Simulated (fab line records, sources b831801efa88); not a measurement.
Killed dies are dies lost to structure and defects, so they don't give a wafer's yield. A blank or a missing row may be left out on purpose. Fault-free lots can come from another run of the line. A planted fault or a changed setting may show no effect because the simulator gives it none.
fab line records | flow sky130
record lots=6 | wafers=18 | lastDay=49
route steps=708 shown FIELD_ISO@6 PAD_OPEN@708
lots untouched by any fault: they come from a run of this same line in which no faults occurred
startH: the number of hours between the record's first day and the start of the first shown wafer of the lot | waitH: hours since the lot's step before | " repeats the value in the row above | L1.1+2: a row that stands for several wafers | - value missing, or start not given | * or withheld: withheld | < > ~ a bound
route shown NAME@n: a module of which the file shows steps, and the number in the route of the first | usual: mean/standard deviation of fault-free wafers | same: alike in all rows | chamber/n: place in a boat | sites: readings site by site | _std_site: the values' standard deviation | _edge_site: the outer-site mean with the inner-site mean subtracted | radiusMm: how far each site lies from the wafer's centre | mask NAME#n: copy n | behind: the most recent tool/chamber to have shaped the wafer | hold: why the lot was held/for how many hours/how that ended | device: names the non-switching transistor (n, p or np) | end of line: at the end of the route, the tests of the same wafers | a step given without rows: its recipe and nothing more | killed: not the wafer's yield, but the dies lost to structure and defects at the first sort | map: shows each die of a wafer: x if killed, . if not, _ if none is there
set.NAME: the run value of the setting; set.NAME@STEP: its run value at that earlier step | model.NAME: the simulator's own value behind a step, which no gauge read
lots seen at some steps along the route; tables by step, rows by wafer
services: a tool's chamber out of use, with start hour (startH, from the record's first day; less than 0 if before it), hours out, and reason
## steps
# step SKY_FIELD_ISO_DEHYDRATE_05
# recipe tempC=200 | timeS=60
# step SKY_FIELD_ISO_HMDS_06
# recipe primeTimeS=60 | primeTempC=120
# step SKY_FIELD_ISO_COAT_07
# recipe resist=BARC | tempC=withheld | timeS=withheld | spinRpm=3000 | resistThkNm=60
# step SKY_FIELD_ISO_COAT_08
# recipe resist=KrF-thick | spinRpm=2957 | resistThkNm=450
# step SKY_FIELD_ISO_SOFTBAKE_09
# recipe tempC=100 | timeS=90 | resist=KrF-thick
# step SKY_FIELD_ISO_EXPOSE_10
# recipe maskId=FOM | na=0.68 | sourceShape=annular | sigmaInner=0.4 | sigmaOuter=0.8 | targetCdNm=150 | doseMj=28
# step SKY_FIELD_ISO_PEB_11
# recipe pebTempC=withheld | pebTimeS=withheld | resist=KrF-thick
# step SKY_FIELD_ISO_DEVELOP_12
# recipe developTimeS=60 | resist=KrF-thick | devTempC=21
# step SKY_FIELD_ISO_CD_MEAS_13
# recipe targetCdNm=150
# usual cdNm=149.4/1.4
lot.wafer | tool     | chamber | startH | waitH | cdNm
L534.1    | cdSem-01 | -       | 40.98  | -     | 151.1
L534.4    | "        | -       | "      | "     | 152.4
L534.6    | "        | -       | "      | "     | 150.2
L538.1    | cdSem-02 | -       | 60.86  | -     | 147.9
L538.2    | "        | -       | "      | "     | 149.7
L538.4    | "        | -       | "      | "     | 147.8
L543.1    | cdSem-01 | -       | 86.66  | -     | 148.3
L543.2    | "        | -       | "      | "     | 148.2
L543.4    | "        | -       | "      | "     | 150.1
L545.3    | cdSem-02 | -       | 98.10  | -     | 149.6
L545.5    | "        | -       | "      | "     | 150.1
L545.6    | "        | -       | "      | "     | 150.3
L548.3    | cdSem-02 | -       | 112.75 | -     | 150.2
L548.4    | "        | -       | "      | "     | 149.5
L548.6    | "        | -       | "      | "     | 148.9
L551.3    | cdSem-01 | -       | 128.25 | -     | 147.8
L551.4    | "        | -       | "      | "     | 148.1
L551.5    | "        | -       | "      | "     | 147.8
# step SKY_FIELD_ISO_ETCH_14
# recipe chemistry=N2/H2 | target=BARC | ionEnergyEv=200 | sourceW=500 | biasW=100 | pressureMtorr=30 | n2FlowSccm=100 | h2FlowSccm=200 | stopOn=SiO2 | timeS=45.9 | targetDepthA=600
# usual drypumpMotorCurrentA=5.8/0.35 | h2FlowSccm=199.9/0.6 | oesProductAu=0.855/0.0047 | runLengthS=74.0/0.42 | throttleValvePct=13.225/0.0092
lot.wafer | tool       | chamber | startH | waitH | drypumpMotorCurrentA | h2FlowSccm | oesProductAu | rfHoursCounterH | runLengthS | throttleValvePct
L534.1    | rieDiel-02 | 3       | 41.10  | 0.1   | 5.0                  | 199.9      | 0.853        | 103             | 74.3       | 13.231
L534.4    | "          | 1       | "      | "     | 6.0                  | 198.9      | 0.853        | 108             | 73.3       | 13.228
L534.6    | "          | 1       | "      | "     | 6.0                  | 199.5      | 0.854        | -               | 73.3       | 13.233
L538.1    | rieDiel-01 | 3       | 60.98  | 0.1   | 5.9                  | 200.0      | 0.848        | 145             | 73.3       | 13.219
L538.2    | "          | 2       | "      | "     | 6.0                  | 199.5      | 0.859        | 89              | 74.1       | 13.221
L538.4    | "          | 2       | "      | "     | 6.0                  | 199.7      | 0.852        | -               | 73.8       | 13.215
L543.1    | rieDiel-02 | 0       | 86.78  | 0.1   | 6.7                  | 200.2      | 0.860        | 131             | 74.4       | 13.224
L543.2    | "          | 3       | "      | "     | 5.0                  | 199.1      | 0.853        | 104             | 74.0       | 13.218
L543.4    | "          | 2       | "      | "     | 5.1                  | 198.5      | 0.846        | 127             | 74.6       | 13.235
L545.3    | rieDiel-02 | 1       | 98.18  | 0.1   | 6.0                  | 200.1      | 0.854        | 109             | 73.5       | 13.222
L545.5    | "          | 3       | "      | "     | 5.0                  | 199.2      | 0.860        | -               | 74.6       | 13.200
L545.6    | "          | 0       | "      | "     | 6.7                  | 200.6      | 0.851        | -               | 74.7       | 13.238
L548.3    | rieDiel-01 | 2       | 112.83 | 0.1   | 6.0                  | 200.6      | 0.856        | 91              | 73.9       | 13.221
L548.4    | "          | 1       | "      | "     | 5.6                  | 200.4      | 0.861        | -               | 74.6       | 13.230
L548.6    | "          | 2       | "      | "     | 6.0                  | 200.5      | 0.857        | -               | 74.2       | 13.238
L551.3    | rieDiel-03 | 1       | 128.33 | 0.1   | 6.0                  | 199.8      | 0.851        | 4               | 74.4       | 13.220
L551.4    | "          | 3       | "      | "     | 5.9                  | 200.8      | 0.848        | 113             | 74.2       | 13.238
L551.5    | "          | 0       | "      | "     | 6.1                  | 199.2      | 0.849        | -               | 73.8       | 13.227
# step SKY_FIELD_ISO_ETCH_15
# recipe chemistry=CHF3/O2 | targetDepthNm=180 | stopOn=Si | sourceW=600 | biasW=200 | pressureMtorr=40 | chf3FlowSccm=50 | O2_flow_sccm=5 | timeS=72
# usual drypumpMotorCurrentA=5.8/0.36 | oesProductAu=0.950/0.0074 | runLengthS=100.1/0.42 | throttleValvePct=8.847/0.0095
lot.wafer | tool       | chamber | startH | waitH | drypumpMotorCurrentA | oesProductAu | rfHoursCounterH | runLengthS | throttleValvePct
L534.1    | rieDiel-02 | 3       | 41.14  | 0.0   | 5.0                  | 0.947        | 103             | 100.4      | 8.834
L534.4    | "          | 1       | "      | "     | 6.0                  | 0.940        | 108             | 99.5       | 8.839
L534.6    | "          | 1       | "      | "     | 6.0                  | 0.945        | -               | 99.4       | 8.841
L538.1    | rieDiel-01 | 3       | 61.02  | 0.0   | 5.9                  | 0.948        | 146             | 99.7       | 8.853
L538.2    | "          | 2       | "      | "     | 5.9                  | 0.949        | 89              | 99.6       | 8.851
L538.4    | "          | 2       | "      | "     | 5.9                  | 0.951        | -               | 100.3      | 8.848
L543.1    | rieDiel-02 | 0       | 86.82  | 0.0   | 6.7                  | 0.952        | 131             | 100.9      | 8.830
L543.2    | "          | 3       | "      | "     | 5.0                  | 0.945        | 104             | 100.4      | 8.853
L543.4    | "          | 2       | "      | "     | 5.0                  | 0.939        | 127             | 100.3      | 8.846
L545.3    | rieDiel-02 | 1       | 98.22  | 0.0   | 6.0                  | 0.964        | 109             | 99.4       | 8.844
L545.5    | "          | 3       | "      | "     | 5.0                  | 0.951        | -               | 100.8      | 8.847
L545.6    | "          | 0       | "      | "     | 6.6                  | 0.956        | -               | 100.4      | 8.849
L548.3    | rieDiel-01 | 2       | 112.87 | 0.0   | 6.0                  | 0.955        | 91              | 99.8       | 8.852
L548.4    | "          | 1       | "      | "     | 5.6                  | 0.951        | -               | 100.8      | 8.834
L548.6    | "          | 2       | "      | "     | 6.0                  | 0.956        | -               | 99.7       | 8.847
L551.3    | rieDiel-03 | 1       | 128.37 | 0.0   | 5.9                  | 0.952        | 4               | 100.5      | 8.854
L551.4    | "          | 3       | "      | "     | 5.9                  | 0.948        | 113             | 99.9       | 8.839
L551.5    | "          | 0       | "      | "     | 6.1                  | 0.948        | -               | 99.9       | 8.845
# step SKY_FIELD_ISO_STRIP_16
# recipe chemistry=O2/N2 | powerW=1400 | pressureMtorr=1500 | platenTempC=withheld | o2FlowSccm=3000 | n2FlowSccm=300 | overashFraction=0.5
# usual drypumpMotorCurrentA=5.57/0.27 | oesProductAu=0.378/0.0047 | stripTimeToEndpointS=3.57/0.047
# same overashFraction=0.5
lot.wafer | tool           | chamber | startH | waitH | drypumpMotorCurrentA | oesProductAu | rfHoursCounterH | stripTimeToEndpointS
L534.1    | plasmaAsher-04 | 1       | 41.20  | 0.0   | 5.98                 | 0.380        | 39              | 3.58
L534.4    | "              | 0       | "      | "     | 5.66                 | 0.380        | -               | 3.54
L534.6    | "              | 0       | "      | "     | 5.67                 | 0.381        | -               | 3.55
L538.1    | plasmaAsher-02 | 1       | 61.08  | 0.0   | 5.24                 | 0.379        | 35              | 3.54
L538.2    | "              | 0       | "      | "     | 5.79                 | 0.369        | 35              | 3.51
L538.4    | "              | 0       | "      | "     | 5.78                 | 0.377        | -               | 3.49
L543.1    | plasmaAsher-03 | 0       | 86.88  | 0.0   | 5.30                 | 0.382        | 28              | 3.63
L543.2    | "              | 1       | "      | "     | 5.72                 | 0.378        | 28              | 3.57
L543.4    | "              | 0       | "      | "     | 5.27                 | 0.379        | -               | 3.59
L545.3    | plasmaAsher-03 | 1       | 98.31  | 0.1   | 5.77                 | 0.380        | -               | 3.57
L545.5    | "              | 0       | "      | "     | 5.27                 | 0.375        | -               | 3.62
L545.6    | "              | 1       | "      | "     | 5.76                 | 0.387        | -               | 3.61
L548.3    | plasmaAsher-02 | 1       | 112.96 | 0.1   | 5.20                 | 0.374        | -               | 3.45
L548.4    | "              | 0       | "      | "     | 5.76                 | 0.379        | -               | 3.56
L548.6    | "              | 1       | "      | "     | 5.17                 | 0.374        | -               | 3.45
L551.3    | plasmaAsher-04 | 1       | 128.46 | 0.1   | 5.93                 | 0.373        | -               | 3.57
L551.4    | "              | 0       | "      | "     | 5.68                 | 0.378        | -               | 3.61
L551.5    | "              | 0       | "      | "     | 5.65                 | 0.377        | -               | 3.54
# step SKY_FIELD_ISO_ETCH_17
# recipe targetDepthA=3420 | maskMaterial=Si3N4 | chemistry=HBr/Cl2/O2 | target=Si | taperDeg=5 | icpW=600 | biasW=150 | pressureMtorr=15 | HBr_flow_sccm=150 | Cl2_flow_sccm=40 | O2_flow_sccm=6 | timeS=97.7
# usual drypumpMotorCurrentA=5.6/0.3 | oesProductAu=1.004/0.013 | runLengthS=126.0/0.42 | throttleValvePct=25.655/0.012
lot.wafer | tool     | chamber | startH | waitH | drypumpMotorCurrentA | oesProductAu | rfHoursCounterH | runLengthS | throttleValvePct | model.FIELD_ISO.featureDepthNm | model.etch.depthNm
L534.1    | rieSi-01 | 3       | 41.30  | 0.1   | 6.0                  | 1.014        | 1               | 125.6      | 25.645           | 350.9                          | 350.9
L534.4    | "        | 2       | "      | "     | 5.1                  | 0.987        | 117             | 126.3      | 25.664           | 335.5                          | 335.5
L534.6    | "        | 3       | "      | "     | 6.0                  | 1.015        | -               | 125.8      | 25.645           | 352.6                          | 352.6
L538.1    | rieSi-02 | 3       | 61.18  | 0.1   | 5.4                  | 0.998        | 95              | 125.7      | 25.654           | 344.1                          | 344.1
L538.2    | "        | 2       | "      | "     | 5.3                  | 1.005        | 137             | 126.2      | 25.643           | 349.5                          | 349.5
L538.4    | "        | 3       | "      | "     | 5.4                  | 1.009        | -               | 126.1      | 25.661           | 346.5                          | 346.5
L543.1    | rieSi-02 | 2       | 86.98  | 0.1   | 5.3                  | 1.006        | 137             | 118.7      | 25.665           | 320.8                          | 320.8
L543.2    | "        | 3       | "      | "     | 5.4                  | 1.018        | 96              | 118.5      | 25.653           | 321.6                          | 321.6
L543.4    | "        | 0       | "      | "     | 6.0                  | 0.994        | 110             | 118.6      | 25.665           | 312.1                          | 312.1
L545.3    | rieSi-02 | 3       | 98.38  | 0.0   | 5.4                  | 1.002        | 96              | 119.3      | 25.658           | 317.1                          | 317.1
L545.5    | "        | 2       | "      | "     | 5.3                  | 1.003        | -               | 119.3      | 25.658           | 319.7                          | 319.7
L545.6    | "        | 1       | "      | "     | 5.6                  | 0.987        | -               | 118.6      | 25.663           | 312                            | 312
L548.3    | rieSi-01 | 0       | 113.03 | 0.0   | 5.7                  | 0.992        | 57              | 125.7      | 25.649           | 344.9                          | 344.9
L548.4    | "        | 1       | "      | "     | 5.4                  | 1.003        | 42              | 126.4      | 25.647           | 343.4                          | 343.4
L548.6    | "        | 1       | "      | "     | 5.3                  | 1.004        | -               | 126.4      | 25.645           | 342.8                          | 342.8
L551.3    | rieSi-01 | 1       | 128.53 | 0.0   | 5.4                  | 1.004        | 42              | 126.4      | 25.647           | 344.8                          | 344.8
L551.4    | "        | 2       | "      | "     | 5.1                  | 1.004        | 118             | 126.5      | 25.660           | 341.7                          | 341.7
L551.5    | "        | 1       | "      | "     | 5.4                  | 1.002        | -               | 126.7      | 25.656           | 344                            | 344
# step SKY_FIELD_ISO_WET_ETCH_18
# recipe chemistry=H3PO4 | targetDepthNm=25 | tempC=160 | target=Si3N4 | timeS=286
# step SKY_PAD_OPEN_PROBE_99
# usual killed_at_M0_to_M3=42/7.5 | killed_at_M4_up=3.2/1.7 | killedAtContacts=24/5.1 | killedAtFrontEnd=15/4.1 | killedAtOther=0.3/0.58 | killedDies=85/8.9 | killedOpen=46/6.4 | killedShort=39/6
# same grossDies=492 | killedAtBackSide=0
lot.wafer | tool      | chamber | startH  | waitH | killed_at_M0_to_M3 | killed_at_M4_up | killedAtContacts | killedAtFrontEnd | killedAtOther | killedDies | killedOpen | killedShort | model.etest.res_p_drift_20v.lineOhmUm | model.etest.res_p_drift_20v.rsOhmSq | model.etest.pfet_16v.rOnOhmUm | model.etest.resIsoPwell.rsOhmSq | model.etest.resIsoPwell.lineOhmUm | model.etest.resNwell.rsOhmSq | model.etest.resNwell.lineOhmUm | model.etest.pfet_16v.driveUaUm
L534.1    | prober-01 | -       | 1094.35 | 0.1   | 38                 | 5               | 22               | 15               | 0             | 80         | 47         | 33          | 1.319e+04                             | 1.074e+04                           | 1.59e+04                      | 3643                            | 1394                              | 997.5                        | 1179                           | 238.6
L534.4    | prober-01 | -       | 1094.50 | 0.2   | 49                 | 1               | 23               | 16               | 0             | 89         | 45         | 43          | 1.152e+04                             | 9583                                | 1.485e+04                     | 3108                            | 1176                              | 937                          | 1114                           | 253.8
L534.6    | prober-01 | -       | 1094.60 | 0.2   | 56                 | 4               | 19               | 16               | 0             | 95         | 58         | 37          | 1.338e+04                             | 1.101e+04                           | 1.601e+04                     | 3770                            | 1426                              | 1016                         | 1205                           | 238.1
L538.1    | prober-01 | -       | 1113.69 | 0.1   | 45                 | 1               | 25               | 13               | 2             | 86         | 47         | 38          | 1.149e+04                             | 9641                                | 1.506e+04                     | 3054                            | 1163                              | 974.7                        | 1174                           | 246
L538.2    | prober-01 | -       | 1113.74 | 0.1   | 34                 | 1               | 28               | 18               | 1             | 82         | 35         | 46          | 1.204e+04                             | 1.008e+04                           | 1.545e+04                     | 3244                            | 1230                              | 999.5                        | 1186                           | 240.9
L538.4    | prober-01 | -       | 1113.84 | 0.2   | 34                 | 3               | 23               | 16               | 3             | 79         | 32         | 46          | 1.202e+04                             | 1e+04                               | 1.549e+04                     | 3237                            | 1208                              | 998.8                        | 1201                           | 244.1
L543.1    | prober-01 | -       | 1140.64 | 0.1   | 28                 | 1               | 31               | 18               | 1             | 79         | 48         | 30          | 9659                                  | 7992                                | 1.424e+04                     | 2700                            | 1030                              | 864.3                        | 1037                           | 257
L543.2    | prober-01 | -       | 1140.69 | 0.1   | 43                 | 2               | 25               | 17               | 0             | 87         | 37         | 49          | 9874                                  | 8080                                | 1.439e+04                     | 2726                            | 1027                              | 865.9                        | 1045                           | 256.8
L543.4    | prober-01 | -       | 1140.79 | 0.2   | 44                 | 4               | 32               | 8                | 0             | 88         | 49         | 39          | 9428                                  | 7836                                | 1.39e+04                      | 2584                            | 982.6                             | 844                          | 1024                           | 260.2
L545.3    | prober-02 | -       | 1154.11 | 0.2   | 56                 | 4               | 16               | 12               | 1             | 89         | 54         | 35          | 1.083e+04                             | 9058                                | 1.421e+04                     | 2832                            | 1083                              | 862.2                        | 1002                           | 262
L545.5    | prober-02 | -       | 1154.21 | 0.2   | 47                 | 8               | 22               | 13               | 1             | 91         | 51         | 39          | 1.08e+04                              | 8888                                | 1.408e+04                     | 2804                            | 1052                              | 860.2                        | 1014                           | 265.1
L545.6    | prober-02 | -       | 1154.26 | 0.2   | 45                 | 3               | 20               | 13               | 0             | 81         | 51         | 30          | 1.033e+04                             | 8582                                | 1.384e+04                     | 2685                            | 1006                              | 839.7                        | 991.5                          | 265.1
L548.3    | prober-02 | -       | 1177.09 | 0.2   | 36                 | 2               | 16               | 17               | 1             | 72         | 38         | 33          | 1.054e+04                             | 8696                                | 1.531e+04                     | 3218                            | 1218                              | 972.4                        | 1149                           | 243.8
L548.4    | prober-02 | -       | 1177.14 | 0.2   | 41                 | 3               | 26               | 14               | 0             | 84         | 45         | 39          | 1.073e+04                             | 8714                                | 1.52e+04                      | 3225                            | 1228                              | 979.1                        | 1139                           | 243.6
L548.6    | prober-02 | -       | 1177.24 | 0.2   | 32                 | 1               | 26               | 19               | 0             | 78         | 39         | 39          | 1.06e+04                              | 8771                                | 1.526e+04                     | 3228                            | 1227                              | 976.1                        | 1145                           | 245.8
L551.3    | prober-02 | -       | 1183.63 | 0.2   | 39                 | 4               | 20               | 8                | 0             | 71         | 41         | 30          | 1.28e+04                              | 1.062e+04                           | 1.548e+04                     | 3062                            | 1167                              | 962.4                        | 1146                           | 239.5
L551.4    | prober-02 | -       | 1183.68 | 0.2   | 48                 | 4               | 27               | 6                | 0             | 85         | 43         | 42          | 1.17e+04                              | 9956                                | 1.514e+04                     | 2869                            | 1084                              | 938.4                        | 1114                           | 240
L551.5    | prober-02 | -       | 1183.73 | 0.2   | 44                 | 3               | 26               | 13               | 0             | 86         | 42         | 44          | 1.245e+04                             | 1.036e+04                           | 1.537e+04                     | 2976                            | 1133                              | 958.1                        | 1136                           | 238.2
# killed by level:class
L534.1 CONTACT:geometricParticle:open=12 METAL1:geometricParticle:short=8 VIA1:geometricParticle:open=7 FIELD_ISO:geometricParticle:open=6 VIA1:geometricParticle:short=5 VIA3:geometricParticle:open=5 LI_CONTACT:geometricParticle:open=4 POLY_GATE:geometricParticle:short=3
L534.4 VIA1:geometricParticle:open=15 VIA1:geometricParticle:short=10 METAL1:geometricParticle:short=8 CONTACT:geometricParticle:open=7 LI_CONTACT:geometricParticle:open=7 VIA2:geometricParticle:open=5 FIELD_ISO:geometricParticle:short=4 POLY_GATE:geometricParticle:short=4
L534.6 VIA1:geometricParticle:open=18 VIA3:geometricParticle:open=8 CONTACT:geometricParticle:open=7 VIA2:geometricParticle:open=7 METAL2:geometricParticle:short=6 CONTACT:geometricParticle:short=5 METAL1:geometricParticle:short=5 FIELD_ISO:geometricParticle:short=4
L538.1 CONTACT:geometricParticle:open=9 METAL1:geometricParticle:short=8 VIA2:geometricParticle:open=7 VIA3:geometricParticle:open=6 VIA1:geometricParticle:open=6 LI_CONTACT:geometricParticle:short=5 LI_CONTACT:geometricParticle:open=5 METAL2:geometricParticle:short=5
L538.2 CONTACT:geometricParticle:short=11 VIA1:geometricParticle:open=8 VIA3:geometricParticle:open=7 FIELD_ISO:geometricParticle:short=6 LI_CONTACT:geometricParticle:short=6 LI_CONTACT:geometricParticle:open=6 METAL2:geometricParticle:short=5 CONTACT:geometricParticle:open=4
L538.4 LI_CONTACT:geometricParticle:open=11 METAL2:geometricParticle:short=8 VIA1:geometricParticle:short=7 VIA1:geometricParticle:open=6 LI_CONTACT:geometricParticle:short=5 POLY_GATE:geometricParticle:short=4 CONTACT:geometricParticle:short=4 FIELD_ISO:geometricParticle:short=3
L543.1 CONTACT:geometricParticle:open=14 VIA1:geometricParticle:open=7 POLY_GATE:geometricParticle:short=5 LI_CONTACT:geometricParticle:open=5 METAL1:geometricParticle:short=5 VIA2:geometricParticle:open=5 VIA3:geometricParticle:open=5 POLY_GATE:geometricParticle:open=4
L543.2 LI_CONTACT:geometricParticle:open=10 VIA1:geometricParticle:short=9 METAL2:geometricParticle:short=7 VIA1:geometricParticle:open=6 LI_CONTACT:geometricParticle:short=5 CONTACT:geometricParticle:short=5 METAL1:geometricParticle:short=5 POLY_GATE:geometricParticle:short=4
L543.4 VIA1:geometricParticle:open=12 LI_CONTACT:geometricParticle:open=11 CONTACT:geometricParticle:short=9 METAL1:geometricParticle:short=7 METAL2:geometricParticle:short=6 CONTACT:geometricParticle:open=5 METAL2:geometricParticle:open=5 VIA3:geometricParticle:open=5
L545.3 VIA3:geometricParticle:open=12 VIA2:geometricParticle:open=10 VIA1:geometricParticle:open=8 CONTACT:geometricParticle:open=8 VIA1:geometricParticle:short=7 METAL2:geometricParticle:short=7 METAL1:geometricParticle:short=5 FIELD_ISO:geometricParticle:short=3
L545.5 VIA1:geometricParticle:open=13 CONTACT:geometricParticle:open=8 VIA2:geometricParticle:open=8 METAL2:geometricParticle:short=7 LI_CONTACT:geometricParticle:open=6 METAL1:geometricParticle:short=5 VIA1:geometricParticle:short=5 FIELD_ISO:geometricParticle:short=4
L545.6 VIA1:geometricParticle:open=16 CONTACT:geometricParticle:open=8 VIA3:geometricParticle:open=6 VIA2:geometricParticle:open=5 FIELD_ISO:geometricParticle:open=4 LI_CONTACT:geometricParticle:short=4 METAL2:geometricParticle:short=4 POLY_GATE:geometricParticle:short=3
L548.3 VIA1:geometricParticle:open=9 VIA3:geometricParticle:open=7 POLY_GATE:geometricParticle:open=6 CONTACT:geometricParticle:short=6 FIELD_ISO:geometricParticle:short=4 LI_CONTACT:geometricParticle:open=4 VIA2:geometricParticle:open=4 VIA3:geometricParticle:short=4
L548.4 VIA3:geometricParticle:open=8 CONTACT:geometricParticle:open=8 VIA1:geometricParticle:open=8 VIA2:geometricParticle:open=8 METAL2:geometricParticle:short=7 FIELD_ISO:geometricParticle:short=5 LI_CONTACT:geometricParticle:open=5 CONTACT:geometricParticle:short=5
L548.6 POLY_GATE:geometricParticle:open=12 CONTACT:geometricParticle:short=9 METAL1:geometricParticle:short=8 CONTACT:geometricParticle:open=7 LI_CONTACT:geometricParticle:open=5 METAL2:geometricParticle:short=5 VIA2:geometricParticle:open=5 FIELD_ISO:geometricParticle:short=4
L551.3 CONTACT:geometricParticle:open=7 VIA1:geometricParticle:open=6 VIA2:geometricParticle:open=6 VIA3:geometricParticle:open=6 LI_CONTACT:geometricParticle:open=5 METAL2:geometricParticle:open=5 VIA1:geometricParticle:short=5 METAL2:geometricParticle:short=5
L551.4 VIA3:geometricParticle:open=12 CONTACT:geometricParticle:open=8 VIA1:geometricParticle:open=7 LI_CONTACT:geometricParticle:open=6 VIA1:geometricParticle:short=6 METAL1:geometricParticle:short=6 CONTACT:geometricParticle:short=5 METAL2:geometricParticle:short=5
L551.5 VIA1:geometricParticle:open=14 METAL2:geometricParticle:short=8 CONTACT:geometricParticle:short=7 CONTACT:geometricParticle:open=7 LI_CONTACT:geometricParticle:open=6 VIA1:geometricParticle:short=5 VIA2:geometricParticle:open=5 FIELD_ISO:geometricParticle:short=4
## services
tool           | chamber | startH | hours | kind
rieDiel-01     | 3       | 35.97  | 9.9   | repair
rieDiel-01     | 0       | 59.21  | 99.5  | repair
rieSi-02       | 1       | 60.98  | 8.8   | repair
rieDiel-01     | 3       | 69.08  | 8.8   | repair
plasmaAsher-04 | -       | 73.52  | 14.6  | pm
plasmaAsher-02 | -       | 79.76  | 3.7   | repair
rieDiel-02     | -       | 103.53 | 14.6  | pm
rieDiel-03     | 3       | 109.18 | 7.8   | repair
rieDiel-01     | 3       | 121.59 | 2.8   | repair
rieDiel-01     | 1       | 124.57 | 8.0   | repair
## key
firstSign step=SKY_FIELD_ISO_ETCH_17 | reading=runLengthS | direction=down | sigmas=17 | usual=* | struck=*
effect none on later readings
modelEffect step=SKY_FIELD_ISO_ETCH_17 | value=FIELD_ISO.featureDepthNm | without=342.6 | struck=317.2
modelEffect step=SKY_PAD_OPEN_PROBE_99 | value=etest.res_p_drift_20v.lineOhmUm | without=1.163e+04 | struck=1.015e+04
metAt SKY_FIELD_ISO_ETCH_17
struckWafers L543.1,L543.2,L543.4,L545.3,L545.5,L545.6
testerLeftOut L543,L545
onsetBetween 61.18 86.98
fault kind=processParameterDrift | tool=rieSi-02 | chamber=- | onsetH=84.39 | steps=SKY_FIELD_ISO_ETCH_17 | channel=timeS | offset=* | shape=step | endH=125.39 | actsIn=* | stated=*
# testerLeftOut: of these lots the tester's yield and bins aren't shown, on N5 and GAA mostly nor the transistor test; their killed dies are dies lost to structure and defects alone, not to doping, threshold or leakage, so they don't give the yield
